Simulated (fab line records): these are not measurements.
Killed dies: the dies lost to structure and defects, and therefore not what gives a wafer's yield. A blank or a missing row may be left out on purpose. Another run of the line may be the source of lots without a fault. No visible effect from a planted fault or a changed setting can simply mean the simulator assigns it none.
fab line records | flow sky130
record: lots: 12 wafers: 36 last-day: 50
route steps=708 shown LOCAL_INTERCONNECT@400 CONTACT@411
lots that met no fault: taken from a fault-free run of the same line
start-h: start of the lot's first displayed wafer, in hours after the record's first day | wait-h: hours from the lot's prior step to this one | " repeats the value in the row above | L1.1+2: a single row standing in for several wafers | - value missing, or start not given | * or withheld: withheld | < > ~ a bound
route shown NAME@n: NAME is a module with steps in the file, n the number in the route of the first one | usual: the fault-free wafers' mean and standard deviation | same: alike in all rows | chamber/n: place in a boat | sites: per-site readings | _std_site: standard deviation of those values | _edge_site: inner sites' mean taken away from outer sites' mean | radius-mm: for every site, how far away it sits from the centre of the wafer | mask NAME#n: copy n | behind: the last tool/chamber to shape the wafer | hold: why the lot was held/for how many hours/how that ended | device: the transistor (n, p or np) that didn't switch | end of line: the tests these same wafers got at the end of their route | where a step has no rows: the recipe by itself | killed: at the first sort, the dies lost to defects and structure; wafer yield is something else | map: shows each die of a wafer: x if killed, . if not, _ if none is there
set.NAME: the setting as run; set.NAME@STEP: as run at that earlier step | model.NAME: the simulator's own value behind a step, which no gauge read
a sample of lots followed through the steps of the route, with each step as a table and each wafer as a row
services: a tool's chamber out of use, with start hour (start-h, from the record's first day; less than 0 if before it), hours out, and reason
== steps ==
step: SKY_LOCAL_INTERCONNECT_ETCH_13
recipe: chemistry: N2/H2 target: BARC ion-energy-ev: 200 bias-w: 100 pressure-mtorr: 30 n2-flow-sccm: 100 h2-flow-sccm: 200 icp-w: 500 stop-on: SiO2 time-s: 45.9 target-depth-a: 600
usual: bias-w: 100.02/0.3 drypump-motor-current-A: 5.72/0.26 h2-flow-sccm: 200.2/0.59 oes-product-au: 0.854/0.0049 throttle-valve-pct: 13.225/0.0093
columns lot.wafer tool chamber start-h wait-h bias-w drypump-motor-current-A h2-flow-sccm oes-product-au rf-hours-counter-h throttle-valve-pct
L456.1 rie-metal-01 0 712.38 0.0 99.82 5.94 199.9 0.850 13 13.215
L456.2 " 1 " " 99.64 5.42 200.1 0.859 13 13.223
L456.3 " 1 " " 99.86 5.44 200.3 0.852 - 13.217
L458.4 rie-metal-01 0 721.85 0.0 100.07 5.96 198.8 0.857 - 13.231
L458.5 " 0 " " 99.77 5.96 200.2 0.852 - 13.217
L458.6 " 1 " " 99.72 5.43 200.6 0.847 - 13.241
L460.3 rie-metal-03 0 741.53 0.0 99.95 5.38 199.6 0.846 - 13.226
L460.5 " 0 " " 99.79 5.38 199.9 0.853 - 13.214
L460.6 " 1 " " 100.33 5.79 200.1 0.851 - 13.222
L466.2 rie-metal-01 0 795.61 0.0 107.49 5.94 201.0 0.845 16 13.216
L466.3 " 0 " " 108.02 5.96 201.5 0.846 - 13.239
L466.4 " 1 " " 107.47 5.39 200.0 0.854 - 13.219
L468.1 rie-metal-01 1 806.26 0.0 108.31 5.39 199.0 0.864 1 13.234
L468.3 " 1 " " 107.95 5.43 199.8 0.857 - 13.213
L468.6 " 1 " " 108.19 5.44 199.2 0.856 - 13.230
L470.2 rie-metal-02 1 820.80 0.0 100.09 6.00 201.6 0.852 - 13.224
L470.4 " 1 " " 99.41 5.99 201.9 0.849 - 13.231
L470.6 " 1 " " 99.64 5.99 200.3 0.868 - 13.242
L471.4 rie-metal-02 1 826.87 0.1 99.87 5.97 200.4 0.857 - 13.219
L471.5 " 1 " " 100.48 5.97 201.0 0.845 - 13.238
L471.6 " 1 " " 99.81 5.96 200.5 0.855 - 13.222
L473.1 rie-metal-02 0 841.21 0.0 100.26 5.61 199.9 0.847 0 13.205
L473.3 " 1 " " 100.08 5.99 199.5 0.858 - 13.229
L473.4 " 0 " " 99.98 5.63 199.7 0.858 - 13.227
L474.1 rie-metal-03 1 853.11 0.0 99.79 5.81 200.3 0.853 18 13.226
L474.2 " 0 " " 100.24 5.34 200.2 0.859 9 13.229
L474.6 " 0 " " 100.43 5.38 199.3 0.854 - 13.222
L475.3 rie-metal-03 0 857.30 0.1 99.48 5.36 200.3 0.864 - 13.227
L475.4 " 0 " " 99.54 5.37 199.6 0.859 - 13.211
L475.5 " 0 " " 99.58 5.36 200.5 0.850 - 13.218
L478.2 rie-metal-02 0 875.26 0.0 99.63 5.61 200.1 0.853 2 13.222
L478.3 " 0 " " 99.73 5.61 199.5 0.853 - 13.220
L478.4 " 1 " " 100.30 5.99 200.3 0.847 - 13.217
L479.2 rie-metal-01 1 884.78 0.0 100.53 5.44 200.6 0.849 5 13.217
L479.4 " 1 " " 100.14 5.42 200.0 0.861 - 13.229
L479.6 " 1 " " 100.02 5.40 199.7 0.854 - 13.242
step: SKY_CONTACT_BOW_MEAS_05
recipe: mode: bow
usual: CONTACT_BOW: 83/6.8
columns lot.wafer tool chamber start-h wait-h CONTACT_BOW[um]
L456.1 film-metro-03 - 713.69 0.1 88
L456.2 " - " " 85
L456.3 " - " " 87
L458.4 film-metro-02 - 723.70 0.2 76
L458.5 " - " " 83
L458.6 " - " " 78
L460.3 film-metro-02 - 742.89 0.1 90
L460.5 " - " " 92
L460.6 " - " " 91
L466.2 film-metro-03 - 796.86 0.3 86
L466.3 " - " " 81
L466.4 " - " " 72
L468.1 film-metro-02 - 807.61 0.1 93
L468.3 " - " " 85
L468.6 " - " " 93
L470.2 film-metro-01 - 822.24 0.2 76
L470.4 " - " " 86
L470.6 " - " " 85
L471.4 film-metro-02 - 828.22 0.2 83
L471.5 " - " " 82
L471.6 " - " " 75
L473.1 film-metro-03 - 842.48 0.2 76
L473.3 " - " " 84
L473.4 " - " " 83
L474.1 film-metro-02 - 854.51 0.2 91
L474.2 " - " " 82
L474.6 " - " " 86
L475.3 film-metro-01 - 858.77 0.2 85
L475.4 " - " " 84
L475.5 " - " " 85
L478.2 film-metro-03 - 876.64 0.2 86
L478.3 " - " " 80
L478.4 " - " " 86
L479.2 film-metro-01 - 886.09 0.2 80
L479.4 " - " " 82
L479.6 " - " " 73
step: SKY_CONTACT_STRIP_19
recipe: chemistry: O2/N2 power-w: 1400 pressure-mtorr: 1500 platen-temp-c: withheld o2-flow-sccm: 3000 n2-flow-sccm: 300 overash-fraction: 0.5
usual: drypump-motor-current-A: 5.87/0.11 oes-product-au: 0.380/0.0049 strip-time-to-endpoint-s: 3.60/0.046
columns lot.wafer tool chamber start-h wait-h drypump-motor-current-A oes-product-au rf-hours-counter-h strip-time-to-endpoint-s
L456.1 plasma-asher-01 1 742.01 - 5.81 0.377 63 3.58
L456.2 " 0 " " 5.86 0.382 63 3.64
L456.3 " 1 " " 5.82 0.377 - 3.57
L458.4 plasma-asher-03 1 750.94 - 5.85 0.381 - 3.65
L458.5 " 1 " " 5.88 0.375 - 3.64
L458.6 " 0 " " 5.98 0.378 - 3.50
L460.3 plasma-asher-02 0 769.62 - 6.00 0.388 - 3.62
L460.5 " 0 " " 5.91 0.379 - 3.65
L460.6 " 1 " " 5.71 0.377 - 3.49
L466.2 plasma-asher-01 1 823.14 - 5.80 0.389 71 3.65
L466.3 " 1 " " 5.81 0.390 - 3.67
L466.4 " 0 " " 5.85 0.385 - 3.67
L468.1 plasma-asher-02 0 833.51 - 6.03 0.372 94 3.58
L468.3 " 1 " " 5.70 0.377 - 3.59
L468.6 " 1 " " 5.70 0.380 - 3.69
L470.2 plasma-asher-03 0 849.21 - 5.96 0.389 9 3.62
L470.4 " 0 " " 5.97 0.383 - 3.62
L470.6 " 1 " " 5.87 0.379 - 3.60
L471.4 plasma-asher-02 1 855.83 - 5.72 0.376 - 3.62
L471.5 " 0 " " 6.06 0.372 - 3.56
L471.6 " 1 " " 5.69 0.375 - 3.56
L473.1 plasma-asher-01 1 868.66 - 5.79 0.374 75 3.50
L473.3 " 1 " " 5.82 0.375 - 3.57
L473.4 " 0 " " 5.88 0.378 - 3.54
L474.1 plasma-asher-03 0 881.04 - 5.97 0.382 12 3.60
L474.2 " 1 " " 5.86 0.382 12 3.62
L474.6 " 1 " " 5.85 0.382 - 3.57
L475.3 plasma-asher-01 0 885.29 - 5.86 0.385 - 3.67
L475.4 " 1 " " 5.82 0.385 - 3.62
L475.5 " 1 " " 5.79 0.387 - 3.62
L478.2 plasma-asher-03 0 903.09 - 5.96 0.376 15 3.51
L478.3 " 0 " " 5.97 0.378 - 3.64
L478.4 " 1 " " 5.86 0.377 - 3.65
L479.2 plasma-asher-02 1 912.14 - 5.70 0.385 102 3.59
L479.4 " 1 " " 5.69 0.371 - 3.62
L479.6 " 1 " " 5.69 0.380 - 3.60
step: SKY_CONTACT_SPUTTER_23
recipe: material: TiN target-thk-nm: 20 chamber-pressure-pa: 5 power-w: 4000 time-s: 80
usual: throttle-valve-pct: 30.0/0.84
columns lot.wafer tool chamber start-h wait-h throttle-valve-pct
L456.1 pvd-sputter-04 - 742.62 0.0 29.6
L456.2 " - " " 30.2
L456.3 " - " " 28.7
L458.4 pvd-sputter-04 - 751.50 0.0 28.5
L458.5 " - " " 28.5
L458.6 " - " " 29.6
L460.3 pvd-sputter-04 - 770.19 0.0 29.6
L460.5 " - " " 29.3
L460.6 " - " " 29.7
L466.2 pvd-sputter-02 - 823.77 0.0 30.2
L466.3 " - " " 30.7
L466.4 " - " " 31.1
L468.1 pvd-sputter-02 - 834.15 0.0 31.2
L468.3 " - " " 30.6
L468.6 " - " " 30.3
L470.2 pvd-sputter-01 - 849.87 0.0 30.8
L470.4 " - " " 29.4
L470.6 " - " " 29.2
L471.4 pvd-sputter-02 - 856.52 0.0 31.4
L471.5 " - " " 31.5
L471.6 " - " " 30.9
L473.1 pvd-sputter-02 - 869.27 0.0 30.3
L473.3 " - " " 30.5
L473.4 " - " " 31.1
L474.1 pvd-sputter-04 - 881.64 0.0 29.6
L474.2 " - " " 29.2
L474.6 " - " " 29.9
L475.3 pvd-sputter-04 - 885.86 0.0 29.3
L475.4 " - " " 30.0
L475.5 " - " " 29.3
L478.2 pvd-sputter-01 - 903.68 0.0 29.2
L478.3 " - " " 30.2
L478.4 " - " " 30.2
L479.2 pvd-sputter-04 - 912.74 0.0 30.0
L479.4 " - " " 29.2
L479.6 " - " " 29.5
== services ==
columns tool chamber start-h hours kind
pvd-sputter-01 - 700.04 1.8 repair
pvd-sputter-04 - 703.71 3.2 repair
plasma-asher-03 - 712.77 6.4 repair
rie-metal-03 - 729.62 0.4 repair
plasma-asher-03 - 733.75 9.0 pm
rie-metal-02 0 754.98 46.7 repair
rie-metal-01 1 758.52 - clean
rie-metal-01 1 758.52 19.0 scheduled-down
rie-metal-01 1 758.52 19.0 vent-cycle
plasma-asher-03 - 762.36 8.8 repair
rie-metal-02 - 762.39 0.4 repair
pvd-sputter-04 - 765.80 1.1 repair
rie-metal-01 - 784.03 1.4 pm
plasma-asher-03 - 795.80 2.8 repair
rie-metal-01 0 804.78 - clean
rie-metal-01 0 804.78 25.6 scheduled-down
rie-metal-01 0 804.78 25.6 vent-cycle
pvd-sputter-04 - 809.29 0.8 repair
pvd-sputter-02 - 836.53 0.7 repair
plasma-asher-01 - 865.62 2.9 repair
rie-metal-02 - 873.11 1.1 repair
rie-metal-01 0 885.55 1.0 repair
pvd-sputter-02 - 889.00 82.0 repair
plasma-asher-02 - 905.53 1.8 repair
== key ==
first-sign: step: SKY_LOCAL_INTERCONNECT_ETCH_13 reading: bias-w direction: up sigmas: 26 usual: 100.02 struck: 107.90
effect none on later readings
met-at SKY_LOCAL_INTERCONNECT_ETCH_13
struck-lots L466,L468
tester-left-out L466,L468
not-acting-at SKY_CONTACT_BOW_MEAS_05,SKY_CONTACT_STRIP_19,SKY_CONTACT_SPUTTER_23
onset-between 721.85 795.61
fault: kind: process-parameter-drift tool: rie-metal-01 chamber: - onset-h: 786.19 steps: SKY_LOCAL_INTERCONNECT_ETCH_13 channel: bias-w offset: 7.5759 shape: step end-h: 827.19 acts-in: these-recipes-only stated: 100
tester-left-out: of these lots the tester's yield and bins aren't shown, on N5 and GAA mostly nor the transistor test; their killed dies are dies lost to structure and defects alone, not to doping, threshold or leakage, so they don't give the yield
